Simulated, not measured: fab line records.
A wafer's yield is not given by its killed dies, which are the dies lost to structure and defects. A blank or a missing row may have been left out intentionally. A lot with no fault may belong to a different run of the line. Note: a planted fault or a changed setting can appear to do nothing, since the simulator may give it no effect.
A struck lot beside a sound one :: flow gf180mcu :: 15 out of 602 route steps
Sound: these wafers, L552.2, L552.3, L552.5. Struck: wafer L559.4 (left out: L559.1, L559.5 of the same lot, which were not struck); the cause appears at the end.
Per side, at each step with rows, come the tool, then ch with its chambers, and then its first start. Under that, the readings that differ: sound wafers :: struck wafers :: difference of the means :: sigmas: that difference in standard deviations of wafers without a fault.
alike: same words and numbers on both sides, and readings whose means sit less than 2 such deviations apart. not compared: any withheld reading, any reading some wafer has no value for, any bound like >300 that may hide the same value, and any number with overlapping values for which the record gives no deviation.
The two part at a step that has a row with sigmas, a row that says differs or no value, or rows on one side only. Numbers that don't overlap but have no deviation are shown without sigmas and don't part them. A reading missing from all wafers of one side parts the sides only when that side holds two or more wafers.

GF_V1_CMP_04: polishes SiO2.
  sound on cmp-01 ch 1,2, day 19 19:37; struck on cmp-01 ch 3, day 22 13:05
reading: motor_current_A (A)
sound: 13.5 9.4 9.7
struck: 13.7
difference: +2.8
sigmas: +2
  alike: time_to_endpoint_s
GF_V1_BOW_MEAS_05:
  sound on film_metro-02 at day 19 19:53; struck on film_metro-02 at day 22 13:20
  alike: V1_BOW
then, 8 steps without rows for these wafers: GF_V1_DEHYDRATE_06 (time 60 s); GF_V1_HMDS_07 (prime time 60 s); GF_V1_COAT_08; GF_V1_COAT_09 (resist thk 1000 nm); GF_V1_SOFTBAKE_10 (time 58.15 s); GF_V1_EXPOSE_11 (exposes mask Via1, target cd 260 nm); GF_V1_PEB_12 (peb time 90 s); GF_V1_DEVELOP_13 (develop time 60 s).
GF_V1_CD_MEAS_14: the cd target is 260 nm.
  sound on cd_sem-01 at day 20 20:02; struck on cd_sem-01 at day 23 11:50
  alike: cd_nm
GF_V1_OVL_MEAS_15:
  sound on overlay-01 at day 20 20:09; struck on overlay-02 at day 23 11:58
  alike: V1_OVL
GF_V1_ETCH_16: etches BARC in N2/H2.
  sound on rie_diel-02 ch 0,2, day 20 20:11; struck on rie_diel-01 ch 3, day 23 11:59
reading: bias_w (W)
sound: 100.0 100.2 100.0
struck: 103.7
difference: +3.6
sigmas: +12
  alike: drypump_motor_current_A, oes_product_au, throttle_valve_pct
GF_V1_ETCH_17: etches SiO2 in C4F8/O2/Ar, stops on TiN, target depth 630 nm.
  sound on rie_diel-02 ch 0,2; struck on rie_diel-01 ch 3
  alike: bias_w, oes_product_au
GF_PASSIVATION_PROBE_99:
  the record holds rows for the sound wafers here (prober-02, day 31 00:37) but none for the struck ones

## WHERE THEY PART
At GF_V1_CMP_04 first; at GF_PASSIVATION_PROBE_99 last (within this record only).

WHY: the cause the simulator had injected
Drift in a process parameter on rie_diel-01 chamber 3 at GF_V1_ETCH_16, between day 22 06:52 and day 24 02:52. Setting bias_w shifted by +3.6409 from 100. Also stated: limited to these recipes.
